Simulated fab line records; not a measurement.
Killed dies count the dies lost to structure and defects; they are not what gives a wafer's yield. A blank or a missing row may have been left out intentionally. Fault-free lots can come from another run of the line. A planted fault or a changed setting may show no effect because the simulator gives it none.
A sampling plan put to the test | flow sky130 | one fab line, 62 faults that these records tell of, each judged on the records of the lots that it struck
The line's own looks make up the plan; these are the steps of the route where a gauge or inspection reads the wafer and leaves it unchanged. A look can be judged if struck wafers have a number there and the file gives its usual mean and standard deviation on fault-free wafers. Caught: a look later than the fault's first step finds the struck wafers' mean 4 or more of those standard deviations (sigma) from the usual mean. On the tool: the test repeated on the tool's own readings taken at the fault's steps. Another recipe on the struck wafers, or a record that is blank for them alone, also counts as caught.

## THE FAULTS, as the simulator had put them in
1. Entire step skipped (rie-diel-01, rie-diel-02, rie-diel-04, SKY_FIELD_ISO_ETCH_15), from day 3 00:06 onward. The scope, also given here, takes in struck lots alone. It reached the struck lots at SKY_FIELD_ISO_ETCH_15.
2. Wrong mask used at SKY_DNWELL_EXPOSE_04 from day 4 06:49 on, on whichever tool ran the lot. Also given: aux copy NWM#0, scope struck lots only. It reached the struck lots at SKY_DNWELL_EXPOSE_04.
3. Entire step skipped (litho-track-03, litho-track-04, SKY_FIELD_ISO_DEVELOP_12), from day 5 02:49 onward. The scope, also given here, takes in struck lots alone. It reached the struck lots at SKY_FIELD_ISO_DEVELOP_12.
4. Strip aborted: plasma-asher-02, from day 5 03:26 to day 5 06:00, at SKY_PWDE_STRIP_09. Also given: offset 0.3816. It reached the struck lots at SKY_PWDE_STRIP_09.
5. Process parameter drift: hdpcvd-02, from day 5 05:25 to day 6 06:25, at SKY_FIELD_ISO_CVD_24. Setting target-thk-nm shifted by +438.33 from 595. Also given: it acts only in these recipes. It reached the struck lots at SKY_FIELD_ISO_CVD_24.
6. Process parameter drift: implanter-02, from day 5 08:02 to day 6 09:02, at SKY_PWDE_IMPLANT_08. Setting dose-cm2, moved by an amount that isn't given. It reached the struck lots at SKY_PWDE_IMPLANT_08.
7. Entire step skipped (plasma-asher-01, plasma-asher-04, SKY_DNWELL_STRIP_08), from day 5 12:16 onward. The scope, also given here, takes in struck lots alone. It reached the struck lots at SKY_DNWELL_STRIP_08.
8. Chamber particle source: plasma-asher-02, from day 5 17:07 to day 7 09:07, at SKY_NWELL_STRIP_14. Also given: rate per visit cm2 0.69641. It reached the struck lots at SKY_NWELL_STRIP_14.
9. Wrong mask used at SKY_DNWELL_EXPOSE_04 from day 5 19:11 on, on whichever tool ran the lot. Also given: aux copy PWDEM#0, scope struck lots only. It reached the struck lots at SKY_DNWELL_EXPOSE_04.
10. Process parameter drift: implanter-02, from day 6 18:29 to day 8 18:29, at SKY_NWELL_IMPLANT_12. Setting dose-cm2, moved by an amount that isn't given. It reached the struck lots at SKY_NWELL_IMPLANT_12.
11. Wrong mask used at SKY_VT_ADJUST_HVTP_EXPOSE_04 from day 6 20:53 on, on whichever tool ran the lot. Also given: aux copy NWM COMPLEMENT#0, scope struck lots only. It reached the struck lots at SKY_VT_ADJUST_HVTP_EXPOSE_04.
12. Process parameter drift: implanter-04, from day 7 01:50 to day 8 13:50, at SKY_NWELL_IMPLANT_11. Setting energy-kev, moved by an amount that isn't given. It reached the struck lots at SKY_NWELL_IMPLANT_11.
13. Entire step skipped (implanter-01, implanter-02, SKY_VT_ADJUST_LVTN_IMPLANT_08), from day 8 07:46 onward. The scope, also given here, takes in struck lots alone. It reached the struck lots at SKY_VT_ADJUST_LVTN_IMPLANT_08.
14. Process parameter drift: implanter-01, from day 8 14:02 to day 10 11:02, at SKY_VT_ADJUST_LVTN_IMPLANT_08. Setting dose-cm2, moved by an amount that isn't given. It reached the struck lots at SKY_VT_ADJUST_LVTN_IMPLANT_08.
15. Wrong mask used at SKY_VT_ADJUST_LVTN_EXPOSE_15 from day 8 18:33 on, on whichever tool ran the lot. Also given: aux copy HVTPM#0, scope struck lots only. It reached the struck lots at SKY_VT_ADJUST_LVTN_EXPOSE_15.
16. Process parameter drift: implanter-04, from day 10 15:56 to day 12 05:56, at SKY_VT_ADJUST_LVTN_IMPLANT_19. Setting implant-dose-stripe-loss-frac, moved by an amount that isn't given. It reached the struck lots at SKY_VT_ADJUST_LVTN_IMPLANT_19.
17. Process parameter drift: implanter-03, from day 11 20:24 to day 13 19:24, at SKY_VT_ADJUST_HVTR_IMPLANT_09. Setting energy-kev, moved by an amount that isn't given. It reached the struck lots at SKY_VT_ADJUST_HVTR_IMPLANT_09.
18. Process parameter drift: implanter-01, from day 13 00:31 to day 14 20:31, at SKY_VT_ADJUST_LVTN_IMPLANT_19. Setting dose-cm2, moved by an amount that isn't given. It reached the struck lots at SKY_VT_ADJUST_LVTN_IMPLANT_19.
19. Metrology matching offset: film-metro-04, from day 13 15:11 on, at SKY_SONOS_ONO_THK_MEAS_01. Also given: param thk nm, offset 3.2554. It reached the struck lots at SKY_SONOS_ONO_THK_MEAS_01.
20. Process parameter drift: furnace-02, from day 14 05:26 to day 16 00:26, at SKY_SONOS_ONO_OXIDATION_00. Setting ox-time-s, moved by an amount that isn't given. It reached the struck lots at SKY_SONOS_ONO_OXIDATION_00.
21. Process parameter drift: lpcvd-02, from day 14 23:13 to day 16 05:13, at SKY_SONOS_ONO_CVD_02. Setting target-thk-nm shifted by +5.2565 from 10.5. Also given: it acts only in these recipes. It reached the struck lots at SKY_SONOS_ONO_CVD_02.
22. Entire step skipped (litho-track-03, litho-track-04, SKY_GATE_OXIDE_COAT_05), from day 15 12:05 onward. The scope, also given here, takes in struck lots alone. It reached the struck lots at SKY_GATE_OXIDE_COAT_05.
23. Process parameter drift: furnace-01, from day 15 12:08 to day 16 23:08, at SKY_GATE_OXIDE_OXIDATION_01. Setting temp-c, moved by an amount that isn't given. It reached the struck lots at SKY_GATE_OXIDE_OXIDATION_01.
24. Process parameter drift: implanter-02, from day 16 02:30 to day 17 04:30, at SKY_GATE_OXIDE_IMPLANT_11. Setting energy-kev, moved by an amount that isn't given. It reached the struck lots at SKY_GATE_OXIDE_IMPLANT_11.
25. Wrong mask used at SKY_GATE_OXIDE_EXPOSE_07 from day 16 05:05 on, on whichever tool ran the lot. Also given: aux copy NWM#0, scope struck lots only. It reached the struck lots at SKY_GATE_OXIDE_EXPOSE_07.
26. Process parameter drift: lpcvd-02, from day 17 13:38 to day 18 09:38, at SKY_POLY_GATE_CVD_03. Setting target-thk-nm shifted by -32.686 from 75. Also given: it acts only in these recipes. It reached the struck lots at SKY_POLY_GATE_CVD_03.
27. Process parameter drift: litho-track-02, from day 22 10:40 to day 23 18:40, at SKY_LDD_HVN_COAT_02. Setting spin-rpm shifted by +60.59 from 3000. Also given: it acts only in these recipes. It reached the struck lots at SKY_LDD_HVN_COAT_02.
28. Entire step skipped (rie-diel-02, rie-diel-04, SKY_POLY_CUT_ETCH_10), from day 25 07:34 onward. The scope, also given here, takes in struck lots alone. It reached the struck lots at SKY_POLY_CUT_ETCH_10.
29. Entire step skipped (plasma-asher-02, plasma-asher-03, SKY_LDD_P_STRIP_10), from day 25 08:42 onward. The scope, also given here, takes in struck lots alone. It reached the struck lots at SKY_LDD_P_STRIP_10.
30. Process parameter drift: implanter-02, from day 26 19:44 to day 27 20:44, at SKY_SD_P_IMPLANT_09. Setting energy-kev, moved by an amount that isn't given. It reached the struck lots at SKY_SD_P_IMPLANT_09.
31. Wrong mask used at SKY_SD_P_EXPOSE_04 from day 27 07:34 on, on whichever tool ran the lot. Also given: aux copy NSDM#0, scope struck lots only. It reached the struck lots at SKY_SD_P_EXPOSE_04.
32. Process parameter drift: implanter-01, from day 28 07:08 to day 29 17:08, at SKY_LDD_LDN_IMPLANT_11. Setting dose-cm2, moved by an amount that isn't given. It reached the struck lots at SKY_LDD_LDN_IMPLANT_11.
33. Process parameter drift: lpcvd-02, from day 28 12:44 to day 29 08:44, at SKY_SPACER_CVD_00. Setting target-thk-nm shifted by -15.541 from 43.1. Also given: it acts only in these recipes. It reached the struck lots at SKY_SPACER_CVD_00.
34. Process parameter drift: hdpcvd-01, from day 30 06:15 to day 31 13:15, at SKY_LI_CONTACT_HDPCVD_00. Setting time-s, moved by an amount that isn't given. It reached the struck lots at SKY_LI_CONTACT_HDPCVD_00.
35. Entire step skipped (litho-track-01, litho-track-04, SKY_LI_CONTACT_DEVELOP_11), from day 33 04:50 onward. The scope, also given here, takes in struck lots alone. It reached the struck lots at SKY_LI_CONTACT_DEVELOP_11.
36. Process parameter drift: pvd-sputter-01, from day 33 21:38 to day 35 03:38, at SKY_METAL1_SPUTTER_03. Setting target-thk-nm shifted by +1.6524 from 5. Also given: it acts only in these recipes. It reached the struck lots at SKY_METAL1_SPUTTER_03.
37. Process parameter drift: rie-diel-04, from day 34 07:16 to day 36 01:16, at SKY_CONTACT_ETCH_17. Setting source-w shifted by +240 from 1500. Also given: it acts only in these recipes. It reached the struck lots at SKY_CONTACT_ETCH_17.
38. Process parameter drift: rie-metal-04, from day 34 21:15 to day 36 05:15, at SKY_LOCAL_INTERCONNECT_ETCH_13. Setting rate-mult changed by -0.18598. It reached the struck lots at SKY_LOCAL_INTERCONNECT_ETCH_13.
39. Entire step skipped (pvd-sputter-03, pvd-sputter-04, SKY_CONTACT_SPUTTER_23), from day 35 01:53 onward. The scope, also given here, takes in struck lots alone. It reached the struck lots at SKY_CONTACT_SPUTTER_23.
40. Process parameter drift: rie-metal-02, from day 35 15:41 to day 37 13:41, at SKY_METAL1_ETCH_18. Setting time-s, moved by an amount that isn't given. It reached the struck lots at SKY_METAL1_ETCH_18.
41. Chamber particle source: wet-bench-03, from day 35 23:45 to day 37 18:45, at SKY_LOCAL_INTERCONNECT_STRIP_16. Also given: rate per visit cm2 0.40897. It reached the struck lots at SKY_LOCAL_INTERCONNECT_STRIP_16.
42. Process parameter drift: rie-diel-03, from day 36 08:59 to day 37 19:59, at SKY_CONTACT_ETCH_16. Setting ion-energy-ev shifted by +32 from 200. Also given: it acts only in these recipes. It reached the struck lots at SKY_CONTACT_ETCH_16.
43. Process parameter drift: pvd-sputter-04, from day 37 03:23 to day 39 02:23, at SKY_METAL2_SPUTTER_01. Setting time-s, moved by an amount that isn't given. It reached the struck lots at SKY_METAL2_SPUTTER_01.
44. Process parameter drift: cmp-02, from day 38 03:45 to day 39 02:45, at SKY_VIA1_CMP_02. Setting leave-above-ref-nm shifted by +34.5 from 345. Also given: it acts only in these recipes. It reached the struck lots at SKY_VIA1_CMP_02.
45. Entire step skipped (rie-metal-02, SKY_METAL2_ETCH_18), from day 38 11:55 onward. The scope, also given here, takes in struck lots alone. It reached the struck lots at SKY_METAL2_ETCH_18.
46. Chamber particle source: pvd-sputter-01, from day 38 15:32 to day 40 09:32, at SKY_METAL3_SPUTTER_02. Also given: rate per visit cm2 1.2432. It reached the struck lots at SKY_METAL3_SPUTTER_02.
47. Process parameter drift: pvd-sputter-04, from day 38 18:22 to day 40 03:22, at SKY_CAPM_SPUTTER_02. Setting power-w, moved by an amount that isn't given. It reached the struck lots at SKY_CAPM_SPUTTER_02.
48. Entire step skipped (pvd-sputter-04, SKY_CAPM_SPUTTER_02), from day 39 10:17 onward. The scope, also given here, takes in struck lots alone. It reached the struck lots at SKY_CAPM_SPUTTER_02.
49. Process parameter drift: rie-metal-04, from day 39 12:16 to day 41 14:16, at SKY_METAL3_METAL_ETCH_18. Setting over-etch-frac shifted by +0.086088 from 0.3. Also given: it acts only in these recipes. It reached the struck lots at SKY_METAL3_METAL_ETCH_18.
50. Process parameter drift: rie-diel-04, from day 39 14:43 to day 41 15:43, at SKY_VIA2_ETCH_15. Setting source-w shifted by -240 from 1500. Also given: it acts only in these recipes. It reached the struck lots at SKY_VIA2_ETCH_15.
51. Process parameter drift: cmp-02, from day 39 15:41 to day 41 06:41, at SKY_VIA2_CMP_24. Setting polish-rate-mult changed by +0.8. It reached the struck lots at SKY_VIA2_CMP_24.
52. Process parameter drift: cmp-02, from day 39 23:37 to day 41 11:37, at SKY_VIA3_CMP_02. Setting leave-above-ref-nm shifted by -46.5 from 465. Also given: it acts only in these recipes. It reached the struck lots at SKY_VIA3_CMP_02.
53. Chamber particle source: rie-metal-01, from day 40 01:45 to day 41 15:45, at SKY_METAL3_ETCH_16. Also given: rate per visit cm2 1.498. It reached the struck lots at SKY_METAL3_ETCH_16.
54. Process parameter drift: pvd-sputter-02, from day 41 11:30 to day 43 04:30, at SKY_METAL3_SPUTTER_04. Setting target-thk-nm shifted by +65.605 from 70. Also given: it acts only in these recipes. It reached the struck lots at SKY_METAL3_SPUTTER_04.
55. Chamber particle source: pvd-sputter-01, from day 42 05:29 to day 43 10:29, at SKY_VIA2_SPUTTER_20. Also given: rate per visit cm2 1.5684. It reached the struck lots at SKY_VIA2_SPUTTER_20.
56. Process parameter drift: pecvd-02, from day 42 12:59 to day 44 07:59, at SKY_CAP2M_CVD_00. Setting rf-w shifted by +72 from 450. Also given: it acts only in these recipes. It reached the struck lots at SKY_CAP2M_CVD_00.
57. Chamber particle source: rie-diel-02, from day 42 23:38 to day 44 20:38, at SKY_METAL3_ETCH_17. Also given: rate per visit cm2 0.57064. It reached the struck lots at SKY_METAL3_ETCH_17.
58. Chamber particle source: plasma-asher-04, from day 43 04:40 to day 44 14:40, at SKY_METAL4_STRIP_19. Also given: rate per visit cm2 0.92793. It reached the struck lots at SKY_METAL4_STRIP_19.
59. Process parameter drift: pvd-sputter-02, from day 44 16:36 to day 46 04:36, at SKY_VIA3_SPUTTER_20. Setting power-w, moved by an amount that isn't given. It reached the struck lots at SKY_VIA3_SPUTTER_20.
60. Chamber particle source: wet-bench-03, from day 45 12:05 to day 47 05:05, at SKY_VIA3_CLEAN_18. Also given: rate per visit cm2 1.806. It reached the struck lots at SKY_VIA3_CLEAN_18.
61. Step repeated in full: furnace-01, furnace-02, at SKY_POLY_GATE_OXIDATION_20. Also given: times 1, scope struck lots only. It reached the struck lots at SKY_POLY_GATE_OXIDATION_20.
62. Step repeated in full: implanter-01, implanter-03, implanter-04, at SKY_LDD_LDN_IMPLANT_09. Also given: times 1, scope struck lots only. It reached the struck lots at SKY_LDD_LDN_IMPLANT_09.

## WHAT THE PLAN SAW
fault | on the tool itself                               | first look that catches it                      | reading, sigma                                             | median hours from its first step to that look | hours from the fault's start to the first struck lot there | judged looks passed uncaught
1     | the tool's record is blank for the struck wafers | no look after it can be judged                  | -                                                          | -                                             | -                                                          | 0
2     | under 2 sigma                                    | SKY_DNWELL_TW_MEAS_09                           | DNWELL_TW -99 or beyond                                    | 8.9                                           | 12                                                         | 0
3     | no reading that can be judged                    | no look after it can be judged                  | -                                                          | -                                             | -                                                          | 0
4     | oes-product-au +55 sigma                         | not the one look that can be judged after it    | -                                                          | -                                             | -                                                          | 1
5     | no reading that can be judged                    | SKY_FIELD_ISO_THK_MEAS_25                       | FIELD_ISO_CVD_24_THK +78                                   | 0.1                                           | 5                                                          | 0
6     | dose-ions-cm2 +99 or beyond sigma                | SKY_NWELL_RS_MEAS_31                            | PWDE_RS -28                                                | 38.9                                          | 46                                                         | 1
7     | the tool's record is blank for the struck wafers | SKY_PWDE_TW_MEAS_10                             | PWDE_TW -99 or beyond                                      | 19.1                                          | 22                                                         | 0
8     | under 2 sigma                                    | none of the 2 looks that can be judged after it | -                                                          | -                                             | -                                                          | 2
9     | under 2 sigma                                    | SKY_DNWELL_TW_MEAS_09                           | DNWELL_TW -99 or beyond                                    | 9.6                                           | 13                                                         | 0
10    | dose-ions-cm2 +99 or beyond sigma                | SKY_NWELL_RS_MEAS_29                            | NWELL_RS -12                                               | 21.4                                          | 22                                                         | 0
11    | under 2 sigma                                    | SKY_VT_ADJUST_HVTP_TW_MEAS_11                   | VT_ADJUST_HVTP_TW -99 or beyond                            | 9.9                                           | 12                                                         | 0
12    | beam-energy-keV -99 or beyond sigma              | SKY_NWELL_RS_MEAS_29                            | NWELL_RS +11                                               | 21.9                                          | 49                                                         | 0
13    | the tool's record is blank for the struck wafers | SKY_VT_ADJUST_LVTN_TW_MEAS_10                   | VT_ADJUST_LVTN_TW -99 or beyond                            | 0.2                                           | 3                                                          | 0
14    | dose-ions-cm2 +99 or beyond sigma                | SKY_VT_ADJUST_LVTN_TW_MEAS_10                   | VT_ADJUST_LVTN_TW +11                                      | 0.2                                           | 3                                                          | 0
15    | no reading that can be judged                    | SKY_VT_ADJUST_LVTN_TW_MEAS_21                   | VT_ADJUST_LVTN_2_TW -99 or beyond                          | 11.1                                          | 15                                                         | 0
16    | no reading that can be judged                    | SKY_VT_ADJUST_LVTN_TW_MEAS_21                   | VT_ADJUST_LVTN_2_TW -8.4                                   | 0.2                                           | 26                                                         | 0
17    | beam-energy-keV +58 sigma                        | no look after it can be judged                  | -                                                          | -                                             | -                                                          | 0
18    | dose-ions-cm2 +99 or beyond sigma                | SKY_VT_ADJUST_LVTN_TW_MEAS_21                   | VT_ADJUST_LVTN_2_TW +6.5                                   | 0.2                                           | 13                                                         | 0
19    | SONOS_ONO_OXIDATION_THK +61 sigma                | no look after it can be judged                  | -                                                          | -                                             | -                                                          | 0
20    | under 2 sigma                                    | SKY_SONOS_ONO_THK_MEAS_01                       | SONOS_ONO_OXIDATION_THK -8.5                               | 1.4                                           | 6                                                          | 0
21    | no reading that can be judged                    | SKY_SONOS_ONO_THK_MEAS_03                       | SONOS_ONO_CVD_02_THK +48                                   | 1.3                                           | 6                                                          | 0
22    | the tool's record is blank for the struck wafers | no look after it can be judged                  | -                                                          | -                                             | -                                                          | 0
23    | tube-center-temp-C -99 or beyond sigma           | SKY_GATE_OXIDE_THK_MEAS_02                      | GATE_OXIDE_OXIDATION_00_THK -10                            | 1.4                                           | 14                                                         | 0
24    | beam-energy-keV +99 or beyond sigma              | no look after it can be judged                  | -                                                          | -                                             | -                                                          | 0
25    | no reading that can be judged                    | SKY_GATE_OXIDE_TW_MEAS_14                       | GATE_OXIDE_TW -78                                          | 14.7                                          | 20                                                         | 0
26    | no reading that can be judged                    | SKY_POLY_GATE_THK_MEAS_04                       | POLY_GATE_CVD_03_THK -48                                   | 1.4                                           | 5                                                          | 0
27    | spin-speed-rpm +27 sigma                         | not the one look that can be judged after it    | -                                                          | -                                             | -                                                          | 1
28    | the tool's record is blank for the struck wafers | no look after it can be judged                  | -                                                          | -                                             | -                                                          | 0
29    | the tool's record is blank for the struck wafers | SKY_LDD_HVN_TW_MEAS_10                          | LDD_HVN_TW -99 or beyond                                   | 29.1                                          | 30                                                         | 1
30    | beam-energy-keV +42 sigma                        | none of the 2 looks that can be judged after it | strongest: SD_P_RS at SKY_SD_N_RS_MEAS_17, -2.5            | -                                             | -                                                          | 2
31    | no reading that can be judged                    | SKY_SD_P_TW_MEAS_11                             | SD_P_TW -99 or beyond                                      | 14.7                                          | 17                                                         | 0
32    | dose-ions-cm2 -99 or beyond sigma                | SKY_LDD_LDN_TW_MEAS_13                          | LDD_LDN_TW -7.6                                            | 0.2                                           | 8                                                          | 0
33    | under 2 sigma                                    | SKY_SPACER_THK_MEAS_01                          | SPACER_CVD_00_THK -44                                      | 1.2                                           | 6                                                          | 0
34    | run-length-s +8.9 sigma                          | SKY_LI_CONTACT_THK_MEAS_01                      | LI_CONTACT_HDPCVD_THK +4.4                                 | 0.1                                           | 21                                                         | 0
35    | no reading that can be judged                    | no look after it can be judged                  | -                                                          | -                                             | -                                                          | 0
36    | under 2 sigma                                    | no look after it can be judged                  | -                                                          | -                                             | -                                                          | 0
37    | rf-fwd-power-W +44 sigma                         | no look after it can be judged                  | -                                                          | -                                             | -                                                          | 0
38    | under 2 sigma                                    | not the one look that can be judged after it    | -                                                          | -                                             | -                                                          | 1
39    | the tool's record is blank for the struck wafers | no look after it can be judged                  | -                                                          | -                                             | -                                                          | 0
40    | oes-product-au +21 sigma                         | no look after it can be judged                  | -                                                          | -                                             | -                                                          | 0
41    | under 2 sigma                                    | no look after it can be judged                  | -                                                          | -                                             | -                                                          | 0
42    | under 2 sigma                                    | no look after it can be judged                  | -                                                          | -                                             | -                                                          | 0
43    | under 2 sigma                                    | no look after it can be judged                  | -                                                          | -                                             | -                                                          | 0
44    | under 2 sigma                                    | not the one look that can be judged after it    | -                                                          | -                                             | -                                                          | 1
45    | the tool's record is blank for the struck wafers | no look after it can be judged                  | -                                                          | -                                             | -                                                          | 0
46    | under 2 sigma                                    | not the one look that can be judged after it    | -                                                          | -                                             | -                                                          | 1
47    | cathode-dc-power-W -99 or beyond sigma           | SKY_CAPM_RS_MEAS_03                             | CAPM_TIN_RS +5.0                                           | 0.1                                           | 3                                                          | 0
48    | the tool's record is blank for the struck wafers | no look after it can be judged                  | -                                                          | -                                             | -                                                          | 0
49    | oes-product-au -4.3 sigma                        | none of the 2 looks that can be judged after it | -                                                          | -                                             | -                                                          | 2
50    | rf-fwd-power-W -50 sigma                         | none of the 2 looks that can be judged after it | -                                                          | -                                             | -                                                          | 2
51    | time-to-endpoint-s -12 sigma                     | none of the 4 looks that can be judged after it | -                                                          | -                                             | -                                                          | 4
52    | under 2 sigma                                    | no look after it can be judged                  | -                                                          | -                                             | -                                                          | 0
53    | under 2 sigma                                    | none of the 2 looks that can be judged after it | -                                                          | -                                             | -                                                          | 2
54    | under 2 sigma                                    | no look after it can be judged                  | -                                                          | -                                             | -                                                          | 0
55    | under 2 sigma                                    | not the one look that can be judged after it    | -                                                          | -                                             | -                                                          | 1
56    | rf-fwd-power-W +37 sigma                         | not the one look that can be judged after it    | strongest: CAP2M_CVD_00_THK at SKY_CAP2M_THK_MEAS_01, +2.8 | -                                             | -                                                          | 1
57    | under 2 sigma                                    | none of the 2 looks that can be judged after it | -                                                          | -                                             | -                                                          | 2
58    | under 2 sigma                                    | none of the 5 looks that can be judged after it | -                                                          | -                                             | -                                                          | 5
59    | cathode-dc-power-W +99 or beyond sigma           | no look after it can be judged                  | -                                                          | -                                             | -                                                          | 0
60    | under 2 sigma                                    | not the one look that can be judged after it    | -                                                          | -                                             | -                                                          | 1
61    | under 2 sigma                                    | SKY_POLY_GATE_THK_MEAS_21                       | POLY_GATE_OXIDATION_THK +30                                | 3.3                                           | -                                                          | 0
62    | under 2 sigma                                    | SKY_LDD_LDN_TW_MEAS_13                          | LDD_LDN_TW +12                                             | 0.8                                           | -                                                          | 0
Dash: fault not caught, or number not given in these records.

Caught at a look: 26 of 62. Caught on the tool: 31 of 62. By one or the other: 45 of 62.
Faults caught by the tool alone: 1, 4, 17, 19, 22, 24, 27, 28, 30, 37, 39, 40, 45, 48, 49, 50, 51, 56, 59.
Caught at a look alone: faults 2, 5, 9, 11, 15, 16, 20, 21, 25, 26, 31, 33, 61, 62.
Caught by neither: faults 3, 8, 35, 36, 38, 41, 42, 43, 44, 46, 52, 53, 54, 55, 57, 58, 60.

## THINNER SAMPLING
If the look that catches a fault measured only every second or every third lot, by lot number, the first struck lot would be measured this late in the worst case:
fault | struck lots at that look, in order of time | every lot | every second lot | every third lot
2     | L352                                       | 12 h      | may miss it      | may miss it
5     | L145, L146                                 | 5 h       | 10 h             | may miss all 2
6     | L207, L209                                 | 46 h      | may miss all 2   | may miss all 2
7     | L350, L351                                 | 22 h      | 31 h             | may miss all 2
9     | L937                                       | 13 h      | may miss it      | may miss it
10    | L889, L891, L892                           | 22 h      | 51 h             | may miss all 3
11    | L905                                       | 12 h      | may miss it      | may miss it
12    | L762, L763                                 | 49 h      | 53 h             | may miss all 2
13    | L291, L292, L293                           | 3 h       | 10 h             | 15 h
14    | L911, L916                                 | 3 h       | 42 h             | may miss all 2
15    | L916                                       | 15 h      | may miss it      | may miss it
16    | L345, L346                                 | 26 h      | 32 h             | may miss all 2
18    | L767, L770                                 | 13 h      | 30 h             | may miss all 2
20    | L604, L605                                 | 6 h       | 11 h             | may miss all 2
21    | L805, L806                                 | 6 h       | 21 h             | may miss all 2
23    | L481, L482                                 | 14 h      | 25 h             | may miss all 2
25    | L270                                       | 20 h      | may miss it      | may miss it
26    | L632, L633                                 | 5 h       | 10 h             | may miss all 2
29    | L895, L896, L897                           | 30 h      | 37 h             | 49 h
31    | L239                                       | 17 h      | may miss it      | may miss it
32    | L256, L257, L258                           | 8 h       | 15 h             | 18 h
33    | L513, L514                                 | 6 h       | 10 h             | may miss all 2
34    | L875, L876                                 | 21 h      | 26 h             | may miss all 2
47    | L970, L972, L973                           | 3 h       | 26 h             | may miss all 3
Hours are from the fault's start to the first struck lot that is measured. 4 sigma limit: tested on the pooled struck wafers, so a lone lot may be under it. Other struck lots may not be in these records.

## THE LONGEST TIMED WAY FROM STEP TO LOOK
Fault 6: a median of 38.9 hours passes between SKY_PWDE_IMPLANT_08 and SKY_NWELL_RS_MEAS_31. The look between them that can be judged stayed within 4 sigma: SKY_PWDE_TW_MEAS_10.
